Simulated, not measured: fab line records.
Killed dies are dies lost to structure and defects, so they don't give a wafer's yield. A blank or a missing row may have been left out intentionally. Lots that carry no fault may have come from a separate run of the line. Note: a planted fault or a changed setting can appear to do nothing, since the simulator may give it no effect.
2 desks, one fault | flow sky130 | each desk has only its own numbers; what lay behind them comes last

METROLOGY DESK
Means of the sampled wafers that have a number, per lot and without regard to the tool the lot ran on: this is what the gauges read. Any lot whose mean is over 4 standard deviations away from the usual mean is out of limits and marked OUT; that distance is given in the brackets.
Columns: A = LDD_HVN_OVL at SKY_LDD_HVN_OVL_MEAS_07, usual 1.2 nm; B = RES_XHIGH_RS at SKY_SD_N_RS_MEAS_18, usual 333.4 ohm/sq
lot  | first seen here | A    | B
L989 | day 20 03:37    | 1.8  | 334.4
L991 | day 21 02:07    | -0.3 | 332.3
L994 | day 22 07:40    | 0.3  | 333.7
L100 | day 24 15:29    | -0.1 | 333.3
L101 | day 24 23:10    | 1.1  | 332.2
L102 | day 25 04:25    | -1.6 | 333.9
L103 | day 25 09:01    | 1.0  | 333.5
L107 | day 26 16:01    | 0.5  | 330.7
L106 | day 26 16:55    | -0.7 | 333.6
L109 | day 27 16:41    | 3.1  | 333.7
L110 | day 28 03:11    | 1.1  | 332.8
L111 | day 28 09:16    | 1.5  | 334.3
L112 | day 28 19:58    | 2.4  | 335.4
This desk found nothing out of limits on any of the 13 lots.

THE TOOL OWNER'S DESK: litho-track-01
At SKY_POLY_GATE_SOFTBAKE_09 (time 90 s), the tool's own readings, given per lot that ran on this tool as the mean of the sampled wafers with a number. Any lot whose mean is over 4 standard deviations away from the usual mean is out of limits and marked OUT; that distance is given in the brackets.
Columns: A = heater-power-total-W at SKY_POLY_GATE_SOFTBAKE_09, usual 57.34 W; B = resist-line-temp-C at SKY_POLY_GATE_SOFTBAKE_09, usual 23.02 C; C = run-length-s at SKY_POLY_GATE_SOFTBAKE_09, usual 119.18 s
lot  | first seen here | A               | B     | C
L100 | day 20 02:00    | 61.90 (+41) OUT | 22.93 | 100.55 (-98) OUT
L101 | day 20 08:00    | 61.82 (+41) OUT | 23.06 | 100.49 (-98) OUT
L102 | day 20 16:00    | 62.06 (+43) OUT | 23.04 | 100.52 (-98) OUT
L111 | day 23 22:00    | 57.39           | 23.03 | 119.35
L112 | day 24 10:00    | 57.41           | 22.86 | 119.27
Finding of this desk: L100, L101, L102 out of limits; the first was L100 at day 20 02:00, on heater-power-total-W at SKY_POLY_GATE_SOFTBAKE_09. L111, L112: within limits.

TAKEN TOGETHER
At day 20 02:00, on L100, L101, L102, the tool owner's desk was in a position to raise an alarm.
From the metrology desk's view, nothing was out of limits.
The metrology desk holds a record of L100, L101, L102, inside its limits.
All the named lots went through SKY_POLY_GATE_SOFTBAKE_09 on litho-track-01.

WHAT WAS PUT IN BY THE SIMULATOR
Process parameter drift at SKY_POLY_GATE_SOFTBAKE_09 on litho-track-01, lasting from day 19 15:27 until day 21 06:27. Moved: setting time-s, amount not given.
Struck lots among those shown: L100, L101, L102.
Time in hours from fault onset to the first out-of-limits reading at each desk: the tool owner's desk, 11.
